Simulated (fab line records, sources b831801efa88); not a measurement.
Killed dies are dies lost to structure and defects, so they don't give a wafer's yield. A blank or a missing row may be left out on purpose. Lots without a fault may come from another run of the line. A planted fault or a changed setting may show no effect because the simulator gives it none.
fab line records | flow sky130
record lots=5 wafers=15 last_day=50
route steps=708 shown VT_ADJUST_LVTN@103 VT_ADJUST_NCORE@119
lots that met no fault: from a run of the same line without faults
start_h: hours from the record's first day to the start of the lot's first wafer shown | wait_h: hours since the lot's step before | " the same as in the row above | L1.1+2: a row that stands for several wafers | - no value, or no start given | * or withheld: withheld | < > ~ a bound
route shown NAME@n: a module of which the file shows steps, and the number in the route of the first | usual: mean/standard deviation of fault-free wafers | same: alike in all rows | chamber/n: place in a boat | sites: the reading at each site | _std_site: their standard deviation | _edge_site: outer sites' mean less inner sites' | radius_mm: how far each site lies from the wafer's centre | mask NAME#n: copy n | behind: the tool/chamber that last shaped the wafer | hold: why the lot was held/for how many hours/how that ended | device: the transistor (n, p or np) that didn't switch | end of line: the same wafers' tests at the end of the route | a step without rows: its recipe alone | killed: dies lost to structure and defects at the first sort, not the wafer's yield | map: a wafer's dies, x killed, . not, _ none there
set.NAME: the setting as run; set.NAME@STEP: as run at that earlier step | model.NAME: the simulator's own value behind a step, which no gauge read
lots at some steps of the route; a table a step, a row a wafer
services: from which hour (start_h, from the record's first day; less than 0 if before it) a tool's chamber was out of use, for how many hours, and why
## steps
# step SKY_VT_ADJUST_LVTN_DEVELOP_06
# recipe wall_angle_deg=90 developer=TMAH develop_time_s=60 dev_temp_c=23
# columns lot.wafer tool chamber start_h wait_h
L076.3+4+5 litho_track-01 0 - -
L079.1+3+4 litho_track-03 0 - -
L085.1+2+3 litho_track-01 0 - -
L093.1+5+6 litho_track-04 0 - -
L096.2+4+6 litho_track-01 0 - -
# step SKY_VT_ADJUST_LVTN_OVL_MEAS_07
# usual VT_ADJUST_LVTN_OVL=0.1/1.3
# columns lot.wafer tool chamber start_h wait_h VT_ADJUST_LVTN_OVL[nm]
L076.3 overlay-02 - 151.68 - 0.4
L076.4 " - " " 1.2
L076.5 " - " " 0.0
L079.1 overlay-01 - 193.21 - 1.6
L079.3 " - " " 2.9
L079.4 " - " " 0.2
L085.1 overlay-01 - 218.26 - 0.4
L085.2 " - " " 2.9
L085.3 " - " " 1.0
L093.1 overlay-01 - 281.72 - 0.9
L093.5 " - " " 1.0
L093.6 " - " " -0.4
L096.2 overlay-01 - 293.42 - -2.5
L096.4 " - " " -0.9
L096.6 " - " " -2.1
# step SKY_VT_ADJUST_LVTN_IMPLANT_08
# recipe species=B energy_kev=30 dose_cm2=1.57e+12 tilt_deg=withheld
# columns lot.wafer tool chamber start_h wait_h
L076.3+4+5 implanter-01 0 151.75 0.1
L079.1+3+4 implanter-03 0 193.25 0.0
L085.1+2+3 implanter-02 0 218.30 0.0
L093.1+5+6 implanter-01 0 281.76 0.0
L096.2+4+6 implanter-01 0 293.47 0.0
# step SKY_VT_ADJUST_LVTN_STRIP_09
# recipe chemistry=O2/N2 power_w=1400 pressure_mtorr=1500 platen_temp_c=withheld o2_flow_sccm=3000 n2_flow_sccm=300 overash_fraction=0.5
# usual drypump_motor_current_A=5.5/0.36 n2_flow_sccm=299.8/0.97 oes_product_au=0.723/0.0046 strip_time_to_endpoint_s=36.94/0.11
# columns lot.wafer tool chamber start_h wait_h drypump_motor_current_A n2_flow_sccm oes_product_au rf_hours_counter_h strip_time_to_endpoint_s
L076.3 plasma_asher-04 1 151.88 0.1 5.8 299.5 0.718 - 36.83
L076.4 " 0 " " 5.8 298.3 0.721 - 36.87
L076.5 " 0 " " 5.8 299.7 0.725 - 36.72
L079.1 plasma_asher-02 0 193.40 0.1 6.0 299.9 0.722 55 36.95
L079.3 " 1 " " 5.0 302.5 0.731 - 36.88
L079.4 " 0 " " 6.0 300.4 0.726 - 36.99
L085.1 plasma_asher-02 0 218.45 0.1 6.0 300.5 0.728 57 36.76
L085.2 " 1 " " 5.0 297.7 0.721 57 36.68
L085.3 " 0 " " 6.0 302.1 0.727 - 36.77
L093.1 plasma_asher-03 1 281.91 0.1 5.5 299.7 0.726 17 36.97
L093.5 " 0 " " 5.4 299.3 0.728 - 36.90
L093.6 " 1 " " 5.5 299.0 0.722 - 36.84
L096.2 plasma_asher-04 1 293.60 0.1 5.8 300.2 0.726 55 36.88
L096.4 " 1 " " 5.8 299.4 0.725 - 36.86
L096.6 " 0 " " 5.9 300.1 0.725 - 36.88
# step SKY_VT_ADJUST_LVTN_TW_MEAS_10
# usual VT_ADJUST_LVTN_TW=242.0/1.3
# columns lot.wafer tool chamber start_h wait_h VT_ADJUST_LVTN_TW
L076.3 film_metro-01 - 151.97 0.1 242.3
L076.4 " - " " 242.7
L076.5 " - " " 242.4
L079.1 film_metro-02 - 193.50 0.1 240.5
L079.3 " - " " 241.4
L079.4 " - " " 242.6
L085.1 film_metro-02 - 218.55 0.1 241.2
L085.2 " - " " 240.5
L085.3 " - " " 241.2
L093.1 film_metro-02 - 282.01 0.1 240.9
L093.5 " - " " 241.2
L093.6 " - " " 242.8
L096.2 film_metro-04 - 293.71 0.1 243.7
L096.4 " - " " 242.7
L096.6 " - " " 243.8
# step SKY_VT_ADJUST_LVTN_DEHYDRATE_11
# recipe temp_c=200 time_s=60
# usual heater_power_total_W=160.37/0.12 plate_temp_C=199.99/0.14
# columns lot.wafer tool chamber start_h wait_h heater_power_total_W plate_temp_C
L076.3 litho_track-04 0 160.37 8.4 160.48 199.73
L076.4 " 0 " " 160.46 199.82
L076.5 " 0 " " 160.60 199.80
L079.1 litho_track-03 0 203.31 9.8 160.33 200.06
L079.3 " 0 " " 160.10 199.77
L079.4 " 0 " " 160.18 200.32
L085.1 litho_track-04 0 228.62 10.1 160.19 199.89
L085.2 " 0 " " 160.30 200.05
L085.3 " 0 " " 160.51 200.10
L093.1 litho_track-03 0 294.16 12.1 160.35 199.86
L093.5 " 0 " " 160.51 199.86
L093.6 " 0 " " 160.50 200.03
L096.2 litho_track-04 0 306.45 12.7 160.30 200.03
L096.4 " 0 " " 160.41 200.02
L096.6 " 0 " " 160.20 199.93
# step SKY_VT_ADJUST_LVTN_HMDS_12
# recipe prime_time_s=60 prime_temp_c=120
# usual prime_temp_c=120.00/0.14
# same prime_time_s=60
# columns lot.wafer tool chamber start_h wait_h prime_temp_c
L076.3 litho_track-04 0 160.52 0.1 119.90
L076.4 " 0 " " 120.06
L076.5 " 0 " " 119.92
L079.1 litho_track-03 0 203.46 0.1 119.92
L079.3 " 0 " " 120.07
L079.4 " 0 " " 119.93
L085.1 litho_track-04 0 228.77 0.1 120.03
L085.2 " 0 " " 120.01
L085.3 " 0 " " 119.84
L093.1 litho_track-03 0 294.31 0.1 119.99
L093.5 " 0 " " 119.72
L093.6 " 0 " " 120.18
L096.2 litho_track-04 0 306.60 0.1 120.22
L096.4 " 0 " " 120.08
L096.6 " 0 " " 120.15
# step SKY_VT_ADJUST_LVTN_COAT_13
# recipe resist=NOVOLAK spin_rpm=3000 resist_thk_nm=1140
# columns lot.wafer tool chamber start_h wait_h
L076.3+4+5 litho_track-04 0 160.67 0.1
L079.1+3+4 litho_track-03 0 203.61 0.1
L085.1+2+3 litho_track-04 0 228.92 0.1
L093.1+5+6 litho_track-03 0 294.46 0.1
L096.2+4+6 litho_track-04 0 306.75 0.1
# step SKY_VT_ADJUST_LVTN_SOFTBAKE_14
# recipe temp_c=90 time_s=60 resist=NOVOLAK
# usual heater_power_total_W=56.60/0.047 plate_temp_C=89.98/0.12
# columns lot.wafer tool chamber start_h wait_h heater_power_total_W plate_temp_C
L076.3 litho_track-04 0 160.82 0.1 56.62 90.07
L076.4 " 0 " " 56.54 89.86
L076.5 " 0 " " 56.62 90.03
L079.1 litho_track-03 0 203.76 0.1 56.54 90.01
L079.3 " 0 " " 56.56 89.96
L079.4 " 0 " " 56.63 90.00
L085.1 litho_track-04 0 229.07 0.1 56.60 90.06
L085.2 " 0 " " 56.62 90.13
L085.3 " 0 " " 56.56 89.79
L093.1 litho_track-03 0 294.61 0.1 56.60 89.93
L093.5 " 0 " " 56.65 89.82
L093.6 " 0 " " 56.57 89.98
L096.2 litho_track-04 0 306.90 0.1 56.63 89.97
L096.4 " 0 " " 56.52 89.94
L096.6 " 0 " " 56.69 89.88
# step SKY_VT_ADJUST_LVTN_EXPOSE_15
# recipe mask_id=HVN_STD_DERIVED na=0.6 source_shape=conventional sigma_outer=0.6 polarization=unpolarized target_cd_nm=600 dose_mj=163
# columns lot.wafer tool chamber start_h wait_h mask
L076.3+4+5 iline_stepper-01 0 - - HVN_STD_DERIVED#0
L079.1+3+4 iline_stepper-02 0 - - HVN_STD_DERIVED#0
L085.1+2+3 iline_stepper-02 0 - - HVN_STD_DERIVED#0
L093.1+5+6 iline_stepper-01 0 - - HVN_STD_DERIVED#0
L096.2+4+6 iline_stepper-02 0 - - HVN_STD_DERIVED#0
# step SKY_VT_ADJUST_LVTN_PEB_16
# recipe temp_c=withheld time_s=* resist=NOVOLAK
# columns lot.wafer tool chamber start_h wait_h
L076.3+4+5 litho_track-03 0 - -
L079.1+3+4 litho_track-03 0 - -
L085.1+2+3 litho_track-04 0 - -
L093.1+5+6 litho_track-04 0 - -
L096.2+4+6 litho_track-03 0 - -
# step SKY_VT_ADJUST_LVTN_DEVELOP_17
# recipe resist=NOVOLAK developer=TMAH develop_time_s=60 dev_temp_c=23
# columns lot.wafer tool chamber start_h wait_h
L076.3+4+5 litho_track-03 0 171.41 0.1
L079.1+3+4 litho_track-03 0 215.71 0.1
L085.1+2+3 litho_track-04 0 241.42 0.1
L093.1+5+6 litho_track-04 0 308.47 0.1
L096.2+4+6 litho_track-03 0 322.94 0.1
# step SKY_VT_ADJUST_LVTN_OVL_MEAS_18
# usual VT_ADJUST_LVTN_01_OVL=-0.7/1.4
# columns lot.wafer tool chamber start_h wait_h VT_ADJUST_LVTN_01_OVL[nm]
L076.3 overlay-01 - 171.52 0.1 -0.3
L076.4 " - " " -1.2
L076.5 " - " " -0.3
L079.1 overlay-01 - 215.86 0.1 -1.2
L079.3 " - " " -1.4
L079.4 " - " " -2.3
L085.1 overlay-01 - 241.57 0.1 -0.7
L085.2 " - " " -1.7
L085.3 " - " " -0.3
L093.1 overlay-01 - 308.62 0.1 1.0
L093.5 " - " " 1.7
L093.6 " - " " 0.6
L096.2 overlay-02 - 323.07 0.1 1.8
L096.4 " - " " 0.1
L096.6 " - " " -0.7
# step SKY_VT_ADJUST_LVTN_IMPLANT_19
# recipe species=B energy_kev=29.78 dose_cm2=6.5e+11 tilt_deg=withheld
# columns lot.wafer tool chamber start_h wait_h
L076.3+4+5 implanter-03 0 171.60 0.1
L079.1+3+4 implanter-02 0 215.90 0.0
L085.1+2+3 implanter-02 0 241.61 0.0
L093.1+5+6 implanter-01 0 308.66 0.0
L096.2+4+6 implanter-01 0 323.12 0.0
# step SKY_VT_ADJUST_LVTN_STRIP_20
# recipe chemistry=O2/N2 power_w=1400 pressure_mtorr=1500 platen_temp_c=withheld o2_flow_sccm=3000 n2_flow_sccm=300 overash_fraction=0.5
# usual drypump_motor_current_A=5.63/0.29 n2_flow_sccm=299.8/0.89 oes_product_au=0.715/0.0042 strip_time_to_endpoint_s=14.17/0.037
# columns lot.wafer tool chamber start_h wait_h drypump_motor_current_A n2_flow_sccm oes_product_au rf_hours_counter_h strip_time_to_endpoint_s
L076.3 plasma_asher-04 1 171.73 0.1 5.83 301.6 0.715 - 14.11
L076.4 " 0 " " 5.84 299.6 0.711 - 14.20
L076.5 " 0 " " 5.84 300.7 0.719 - 14.15
L079.1 plasma_asher-04 0 216.05 0.1 5.85 299.6 0.709 47 14.23
L079.3 " 0 " " 5.87 299.8 0.716 - 14.22
L079.4 " 1 " " 5.81 299.3 0.714 - 14.20
L085.1 plasma_asher-03 0 241.76 0.1 5.38 301.7 0.716 12 14.17
L085.2 " 1 " " 5.49 300.6 0.719 12 14.13
L085.3 " 0 " " 5.38 300.6 0.718 - 14.13
L093.1 plasma_asher-02 0 308.81 0.1 5.98 298.8 0.712 65 14.19
L093.5 " 0 " " 5.98 300.4 0.718 - 14.15
L093.6 " 1 " " 5.03 300.0 0.720 - 14.19
L096.2 plasma_asher-02 1 323.25 0.1 5.01 300.7 0.714 67 14.19
L096.4 " 0 " " 5.92 299.5 0.710 - 14.17
L096.6 " 1 " " 5.02 300.2 0.718 - 14.17
# step SKY_VT_ADJUST_LVTN_TW_MEAS_21
# usual VT_ADJUST_LVTN_2_TW=188.2/0.87
# columns lot.wafer tool chamber start_h wait_h VT_ADJUST_LVTN_2_TW
L076.3 film_metro-02 - 171.82 0.1 188.1
L076.4 " - " " 188.3
L076.5 " - " " 188.1
L079.1 film_metro-02 - 216.15 0.1 188.0
L079.3 " - " " 188.0
L079.4 " - " " 187.5
L085.1 film_metro-01 - 241.86 0.1 187.9
L085.2 " - " " 188.5
L085.3 " - " " 187.1
L093.1 film_metro-04 - 308.91 0.1 189.1
L093.5 " - " " 189.4
L093.6 " - " " 189.1
L096.2 film_metro-01 - 323.36 0.1 186.0
L096.4 " - " " 186.9
L096.6 " - " " 187.6
# step SKY_VT_ADJUST_NCORE_DEHYDRATE_00
# recipe temp_c=200 time_s=60
# usual heater_power_total_W=160.37/0.12 plate_temp_C=200.06/0.15
# columns lot.wafer tool chamber start_h wait_h heater_power_total_W plate_temp_C
L076.3 litho_track-02 0 181.05 9.2 160.21 200.09
L076.4 " 0 " " 160.40 200.06
L076.5 " 0 " " 160.24 200.21
L079.1 litho_track-02 0 226.20 10.0 160.29 200.07
L079.3 " 0 " " 160.38 199.83
L079.4 " 0 " " 160.29 199.73
L085.1 litho_track-01 0 252.41 10.5 160.26 200.13
L085.2 " 0 " " 160.57 199.87
L085.3 " 0 " " 160.29 200.00
L093.1 litho_track-01 0 320.51 11.6 160.25 199.72
L093.5 " 0 " " 160.31 200.00
L093.6 " 0 " " 160.37 200.02
L096.2 litho_track-03 0 336.08 12.7 160.41 200.01
L096.4 " 0 " " 160.39 200.02
L096.6 " 0 " " 160.38 199.85
# step SKY_VT_ADJUST_NCORE_HMDS_01
# recipe prime_time_s=60 prime_temp_c=120
# usual prime_temp_c=119.98/0.14
# same prime_time_s=60
# columns lot.wafer tool chamber start_h wait_h prime_temp_c
L076.3 litho_track-02 0 181.20 0.1 120.04
L076.4 " 0 " " 120.10
L076.5 " 0 " " 120.18
L079.1 litho_track-02 0 226.35 0.1 119.89
L079.3 " 0 " " 120.06
L079.4 " 0 " " 120.04
L085.1 litho_track-01 0 252.56 0.1 119.76
L085.2 " 0 " " 119.99
L085.3 " 0 " " 119.88
L093.1 litho_track-01 0 320.66 0.1 119.67
L093.5 " 0 " " 119.53
L093.6 " 0 " " 120.00
L096.2 litho_track-03 0 336.23 0.1 119.98
L096.4 " 0 " " 119.81
L096.6 " 0 " " 119.85
# step SKY_VT_ADJUST_NCORE_COAT_02
# recipe resist=NOVOLAK spin_rpm=3000 resist_thk_nm=1140
# columns lot.wafer tool chamber start_h wait_h
L076.3+4+5 litho_track-02 0 181.35 0.1
L079.1+3+4 litho_track-02 0 226.50 0.1
L085.1+2+3 litho_track-01 0 252.71 0.1
L093.1+5+6 litho_track-01 0 320.81 0.1
L096.2+4+6 litho_track-03 0 336.38 0.1
# step SKY_VT_ADJUST_NCORE_SOFTBAKE_03
# recipe temp_c=90 time_s=60 resist=NOVOLAK
# usual heater_power_total_W=56.59/0.048 plate_temp_C=89.99/0.12
# columns lot.wafer tool chamber start_h wait_h heater_power_total_W plate_temp_C
L076.3 litho_track-02 0 181.50 0.1 56.57 89.87
L076.4 " 0 " " 56.60 90.00
L076.5 " 0 " " 56.63 89.94
L079.1 litho_track-02 0 226.65 0.1 56.64 90.06
L079.3 " 0 " " 56.70 90.05
L079.4 " 0 " " 56.59 90.08
L085.1 litho_track-01 0 252.86 0.1 56.51 90.04
L085.2 " 0 " " 56.61 90.04
L085.3 " 0 " " 56.63 90.05
L093.1 litho_track-01 0 320.96 0.1 56.64 89.95
L093.5 " 0 " " 56.62 89.89
L093.6 " 0 " " 56.60 89.95
L096.2 litho_track-03 0 336.53 0.1 56.55 89.98
L096.4 " 0 " " 56.60 89.99
L096.6 " 0 " " 56.65 89.88
# step SKY_VT_ADJUST_NCORE_EXPOSE_04
# recipe mask_id=LVTN_COMPLEMENT_THIN na=0.6 source_shape=conventional sigma_outer=0.6 polarization=unpolarized target_cd_nm=380 dose_mj=139
# columns lot.wafer tool chamber start_h wait_h mask
L076.3+4+5 iline_stepper-02 0 - - LVTN_COMPLEMENT_THIN#0
L079.1+3+4 iline_stepper-01 0 - - LVTN_COMPLEMENT_THIN#0
L085.1+2+3 iline_stepper-01 0 - - LVTN_COMPLEMENT_THIN#0
L093.1+5+6 iline_stepper-02 0 - - LVTN_COMPLEMENT_THIN#0
L096.2+4+6 iline_stepper-01 0 - - LVTN_COMPLEMENT_THIN#0
# step SKY_VT_ADJUST_NCORE_PEB_05
# recipe temp_c=withheld time_s=* resist=NOVOLAK
# columns lot.wafer tool chamber start_h wait_h
L076.3+4+5 litho_track-03 0 - -
L079.1+3+4 litho_track-03 0 - -
L085.1+2+3 litho_track-01 0 - -
L093.1+5+6 litho_track-02 0 - -
L096.2+4+6 litho_track-01 0 - -
# step SKY_VT_ADJUST_NCORE_DEVELOP_06
# recipe resist=NOVOLAK developer=TMAH develop_time_s=60 dev_temp_c=23
# columns lot.wafer tool chamber start_h wait_h
L076.3+4+5 litho_track-03 0 192.41 0.1
L079.1+3+4 litho_track-03 0 238.61 0.1
L085.1+2+3 litho_track-01 0 264.96 0.1
L093.1+5+6 litho_track-02 0 334.05 0.1
L096.2+4+6 litho_track-01 0 350.04 0.1
# step SKY_VT_ADJUST_NCORE_CD_MEAS_07
# recipe target_cd_nm=380
# usual cd_nm=379.0/2.6
# columns lot.wafer tool chamber start_h wait_h cd_nm
L076.3 cd_sem-02 - 192.55 0.1 376.8
L076.4 " - " " 379.7
L076.5 " - " " 379.3
L079.1 cd_sem-02 - 238.76 0.1 378.9
L079.3 " - " " 381.1
L079.4 " - " " 379.8
L085.1 cd_sem-02 - 265.11 0.1 380.3
L085.2 " - " " 378.8
L085.3 " - " " 380.4
L093.1 cd_sem-01 - 334.20 0.1 381.2
L093.5 " - " " 381.0
L093.6 " - " " 380.8
L096.2 cd_sem-02 - 350.18 0.1 382.1
L096.4 " - " " 384.0
L096.6 " - " " 381.1
# step SKY_VT_ADJUST_NCORE_OVL_MEAS_08
# usual VT_ADJUST_NCORE_OVL=-0.8/1.5
# columns lot.wafer tool chamber start_h wait_h VT_ADJUST_NCORE_OVL[nm]
L076.3 overlay-01 - 192.64 0.1 -4.6
L076.4 " - " " -1.6
L076.5 " - " " -2.7
L079.1 overlay-01 - 238.88 0.1 0.8
L079.3 " - " " 1.1
L079.4 " - " " 0.0
L085.1 overlay-01 - 265.23 0.1 -0.5
L085.2 " - " " -2.1
L085.3 " - " " 0.4
L093.1 overlay-02 - 334.32 0.1 -0.2
L093.5 " - " " 0.1
L093.6 " - " " 0.7
L096.2 overlay-01 - 350.29 0.1 -1.7
L096.4 " - " " -1.3
L096.6 " - " " -1.2
# step SKY_VT_ADJUST_NCORE_IMPLANT_09
# recipe species=B energy_kev=10 dose_cm2=2.4e+12 tilt_deg=withheld
# columns lot.wafer tool chamber start_h wait_h
L076.3+4+5 implanter-03 0 192.72 0.1
L079.1+3+4 implanter-02 0 238.92 0.0
L085.1+2+3 implanter-04 0 265.27 0.0
L093.1+5+6 implanter-04 0 334.35 0.0
L096.2+4+6 implanter-03 0 350.34 0.0
# step SKY_VT_ADJUST_NCORE_STRIP_10
# recipe chemistry=O2/N2 power_w=1400 pressure_mtorr=1500 platen_temp_c=withheld o2_flow_sccm=3000 n2_flow_sccm=300 overash_fraction=0.5
# usual drypump_motor_current_A=5.67/0.2 n2_flow_sccm=300.3/0.95 oes_product_au=0.716/0.0042 strip_time_to_endpoint_s=14.20/0.044
# columns lot.wafer tool chamber start_h wait_h drypump_motor_current_A n2_flow_sccm oes_product_au rf_hours_counter_h strip_time_to_endpoint_s
L076.3 plasma_asher-03 1 192.85 0.1 5.50 299.6 0.718 - 14.26
L076.4 " 0 " " 5.39 299.6 0.711 - 14.26
L076.5 " 1 " " 5.50 301.5 0.716 - 14.26
L079.1 plasma_asher-03 0 239.07 0.1 5.38 301.5 0.717 12 14.20
L079.3 " 1 " " 5.50 298.8 0.715 - 14.16
L079.4 " 0 " " 5.39 300.5 0.714 - 14.17
L085.1 plasma_asher-04 0 265.42 0.1 5.85 298.6 0.716 52 14.16
L085.2 " 1 " " 5.82 301.3 0.723 52 14.17
L085.3 " 0 " " 5.84 298.9 0.721 - 14.15
L093.1 plasma_asher-01 0 334.50 0.1 5.47 301.6 0.720 53 14.21
L093.5 " 0 " " 5.51 301.9 0.723 - 14.20
L093.6 " 1 " " 5.89 299.5 0.716 - 14.20
L096.2 plasma_asher-01 0 350.47 0.1 5.48 299.3 0.722 54 14.15
L096.4 " 0 " " 5.47 299.7 0.719 - 14.13
L096.6 " 0 " " 5.49 300.3 0.716 - 14.15
## services
# columns tool chamber start_h hours kind
implanter-03 - 131.66 1.4 repair
iline_stepper-02 0 134.32 - calibration
implanter-02 - 140.18 63.5 pm
plasma_asher-01 - 145.14 5.5 repair
implanter-01 - 150.72 0.9 repair
iline_stepper-02 - 158.26 1.7 pm
iline_stepper-01 - 185.73 1.7 pm
implanter-01 - 186.00 3.0 pm
implanter-01 - 188.97 5.0 pm
iline_stepper-02 - 200.25 0.9 repair
plasma_asher-01 - 203.31 7.0 repair
implanter-02 - 203.63 2.5 pm
plasma_asher-02 - 226.00 17.2 repair
implanter-02 - 246.35 3.2 repair
implanter-02 - 248.02 4.5 repair
plasma_asher-04 - 250.16 3.6 repair
iline_stepper-01 - 260.82 4.4 pm
implanter-02 - 266.46 3.0 repair
plasma_asher-02 - 270.92 1.1 repair
implanter-02 - 288.02 7.9 repair
implanter-03 - 306.61 3.5 pm
iline_stepper-01 - 307.08 6.8 repair
plasma_asher-03 - 312.71 21.4 repair
implanter-03 - 346.06 2.9 repair
## key
fault none
